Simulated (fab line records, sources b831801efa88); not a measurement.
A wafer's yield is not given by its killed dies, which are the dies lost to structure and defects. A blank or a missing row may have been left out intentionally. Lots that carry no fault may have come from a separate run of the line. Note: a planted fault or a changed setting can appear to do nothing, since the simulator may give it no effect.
Which tool is to blame?	flow gf180mcu	14 lots with 42 wafers sampled at 5 steps, on a route of 602 steps

WHAT EACH GAUGE READ, for each wafer
GF_M5_CD_MEAS_07: target cd 280 nm. Usual: cd_nm reads 280.2 nm (standard deviation 1.2).
lot	measured	on	cd_nm (nm)	flag
L156	day 26 06:32	cd_sem-01	279.5 280.9 282.1	
L160	day 27 15:13	cd_sem-02	280.5 280.9 280.6	
L159	day 27 18:07	cd_sem-01	280.0 280.9 281.2	
L161	day 28 00:32	cd_sem-01	281.3 280.4 280.7	
L165	day 29 03:52	cd_sem-02	280.4 279.0 278.6	
L166	day 29 14:19	cd_sem-02	279.3 280.1 280.0	
L168	day 29 23:40	cd_sem-01	280.5 279.8 280.8	
L171	day 30 16:55	cd_sem-01	282.7 282.5 282.9	
L172	day 30 20:49	cd_sem-01	281.5 281.0 283.0	
L173	day 31 03:05	cd_sem-01	279.3 280.7 280.5	
L174	day 31 14:42	cd_sem-01	278.6 278.1 278.7	
L175	day 31 15:55	cd_sem-01	278.9 278.2 280.9	
L178	day 32 10:38	cd_sem-01	280.4 279.3 279.9	
L179	day 32 20:34	cd_sem-02	279.2 278.5 279.1	

GF_V5_CD_MEAS_14: target cd 260 nm. Usual: cd_nm reads 260.0 nm (standard deviation 1.1).
lot	measured	on	cd_nm (nm)	flag
L156	day 27 04:35	cd_sem-01	260.4 261.7 260.6	
L160	day 28 12:22	cd_sem-01	258.9 258.5 260.5	
L159	day 28 15:01	cd_sem-01	259.3 259.7 259.1	
L161	day 28 21:11	cd_sem-01	258.4 259.1 259.7	
L165	day 30 00:01	cd_sem-01	258.8 259.2 258.0	
L166	day 30 10:28	cd_sem-02	292.6 291.2 293.1	OFF
L168	day 30 18:19	cd_sem-01	292.4 294.8 293.7	OFF
L171	day 31 12:01	cd_sem-02	259.9 261.0 258.6	
L172	day 31 16:34	cd_sem-01	262.1 262.3 261.8	
L173	day 31 22:25	cd_sem-01	259.4 258.8 257.8	
L174	day 32 09:21	cd_sem-01	260.4 260.8 259.0	
L175	day 32 10:18	cd_sem-02	260.4 260.5 260.4	
L178	day 33 04:19	cd_sem-02	259.7 259.2 258.0	
L179	day 33 13:28	cd_sem-02	260.0 260.3 260.0	

GF_V5_THK_MEAS_25: measures by xrf. Usual: V5_W_THK gives 349 nm (standard deviation 4.9).
lot	measured	on	V5_W_THK (nm)	flag
L156	day 27 05:52	film_metro-01	350 343 344	
L160	day 28 13:34	film_metro-02	352 352 353	
L159	day 28 16:11	film_metro-04	338 346 342	
L161	day 28 22:26	film_metro-01	349 347 348	
L165	day 30 01:11	film_metro-02	352 345 344	
L166	day 30 11:39	film_metro-01	349 343 354	
L168	day 30 21:01	film_metro-02	356 349 361	
L171	day 31 13:11	film_metro-01	351 348 351	
L172	day 31 17:45	film_metro-02	346 350 343	
L173	day 31 23:34	film_metro-02	346 351 344	
L174	day 32 10:37	film_metro-01	342 349 340	
L175	day 32 11:28	film_metro-02	352 353 360	
L178	day 33 05:29	film_metro-02	350 349 347	
L179	day 33 14:38	film_metro-02	356 351 357	

EACH LOT AND THE TOOL THAT RAN IT (in order: tool; ch and the chambers of the sampled wafers; start)
lot	GF_V5_SOFTBAKE_10	GF_V5_STRIP_18
L156	litho_track-02 ch 0, day 26 18:00	plasma_asher-04 ch 0,1, day 27 04:52
L160	litho_track-04 ch 0, day 28 02:00	plasma_asher-04 ch 1, day 28 12:40
L159	litho_track-04 ch 0, day 28 05:00	plasma_asher-03 ch 0,1, day 28 15:19
L161	litho_track-02 ch 0, day 28 11:00	plasma_asher-01 ch 1, day 28 21:28
L165	litho_track-02 ch 0, day 29 14:00	plasma_asher-01 ch 0,1, day 30 00:19
L166	litho_track-04 ch 0, day 30 01:00	plasma_asher-03 ch 0,1, day 30 10:46
L168	litho_track-04 ch 0, day 30 09:00	plasma_asher-04 ch 0,1, day 30 18:37
L171	litho_track-02 ch 0, day 31 03:00	plasma_asher-04 ch 0,1, day 31 12:19
L172	litho_track-02 ch 0, day 31 07:00	plasma_asher-01 ch 0, day 31 16:52
L173	litho_track-01 ch 0, day 31 13:00	plasma_asher-01 ch 0,1, day 31 22:42
L174	litho_track-02 ch 0, day 32 00:00	plasma_asher-04 ch 0,1, day 32 09:39
L175	litho_track-01 ch 0, day 32 01:00	plasma_asher-04 ch 0,1, day 32 10:37
L178	litho_track-01 ch 0, day 32 20:00	plasma_asher-03 ch 0,1, day 33 04:37
L179	litho_track-02 ch 0, day 33 05:00	plasma_asher-04 ch 0,1, day 33 13:46
- GF_V5_SOFTBAKE_10: time 60 s.
- GF_V5_STRIP_18: strips in O2/N2.

AS READ BY THE TOOLS THEMSELVES (means over the sampled wafers that have a number; for cases with no such wafer, the mark the record gives instead)
GF_V5_SOFTBAKE_10. Usual: chill_plate_temp_C 23.03 C, standard deviation 0.1; heater_power_total_W 93.06 W, standard deviation 0.063; plate_temp_C 130.03 C, standard deviation 0.13.
lot	tool	chill_plate_temp_C (C)	heater_power_total_W (W)	plate_temp_C (C)	flag
L156	litho_track-02	22.86	93.10	130.05	
L160	litho_track-04	23.00	93.04	129.95	
L159	litho_track-04	23.05	93.09	129.83	
L161	litho_track-02	23.16	93.07	130.09	
L165	litho_track-02	22.99	93.07	130.09	
L166	litho_track-04	22.90	101.98	139.60	OFF
L168	litho_track-04	23.00	102.02	139.65	OFF
L171	litho_track-02	23.12	93.05	129.90	
L172	litho_track-02	22.97	92.98	130.03	
L173	litho_track-01	23.08	93.08	130.22	
L174	litho_track-02	22.96	93.05	130.00	
L175	litho_track-01	23.01	93.11	129.91	
L178	litho_track-01	23.11	93.06	130.13	
L179	litho_track-02	23.00	93.07	129.95	

GF_V5_STRIP_18. Usual: drypump_motor_current_A 5.5 A, standard deviation 0.43; heater_power_w 346 W, standard deviation 45; oes_product_au 0.568 a.u., standard deviation 0.006.
lot	tool	drypump_motor_current_A (A)	heater_power_w (W)	oes_product_au (a.u.)	flag
L156	plasma_asher-04	5.1	349	0.572	
L160	plasma_asher-04	4.9	325	0.573	
L159	plasma_asher-03	5.3	365	0.569	
L161	plasma_asher-01	6.0	288	0.566	
L165	plasma_asher-01	6.0	304	0.568	
L166	plasma_asher-03	5.2	399	0.564	
L168	plasma_asher-04	5.1	351	0.561	
L171	plasma_asher-04	5.1	350	0.567	
L172	plasma_asher-01	5.9	330	0.559	
L173	plasma_asher-01	6.0	317	0.564	
L174	plasma_asher-04	5.1	350	0.572	
L175	plasma_asher-04	5.3	380	0.570	
L178	plasma_asher-03	5.1	395	0.568	
L179	plasma_asher-04	5.1	351	0.571	

THE ANSWER, worked out from the rows above alone
Rule: lot off if the mean of its wafers having a number is beyond 3 standard deviations from the usual mean. A lot without any number at a reading at which 4 lots or more have one is off too. Where the step has rows for the other lots, those lots are counted as sound. The gauges are gone through in route order, then the tools' own readings, and for those a lot's mean is taken as printed above. At the first step where some lot is off, the reading lying furthest off is the one used; lots without a number count as furthest.
Off: L166, L168, at GF_V5_CD_MEAS_14 (cd_nm).
If a tool, at a process step before that reading, ran all the lots that are off and no sound lot after the first of them, it fits. The gauges at GF_V5_CD_MEAS_14 aren't tried: what is off there is off at GF_V5_SOFTBAKE_10 too, on other tools, and a gauge's error can't cause that. One candidate fits, namely litho_track-04 at GF_V5_SOFTBAKE_10. A fault onset in the window from L159 (day 28 05:00, its last sound lot) to L166 (day 30 01:00, its first lot off) fits.
The tool's own readings at GF_V5_SOFTBAKE_10 bear it out: on the lots that are off they differ by more than 5 times the standard deviation of the sound lots' means. heater_power_total_W reads 102.00 W there against 93.06 W on the sound lots; plate_temp_C reads 139.62 C there against 130.01 C on the sound lots.

WHAT THE SIMULATOR HAD PUT IN
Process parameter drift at GF_V5_SOFTBAKE_10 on litho_track-04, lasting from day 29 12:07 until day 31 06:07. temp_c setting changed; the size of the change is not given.
Struck lots among those shown: L166, L168. This agrees with what the rule above found.
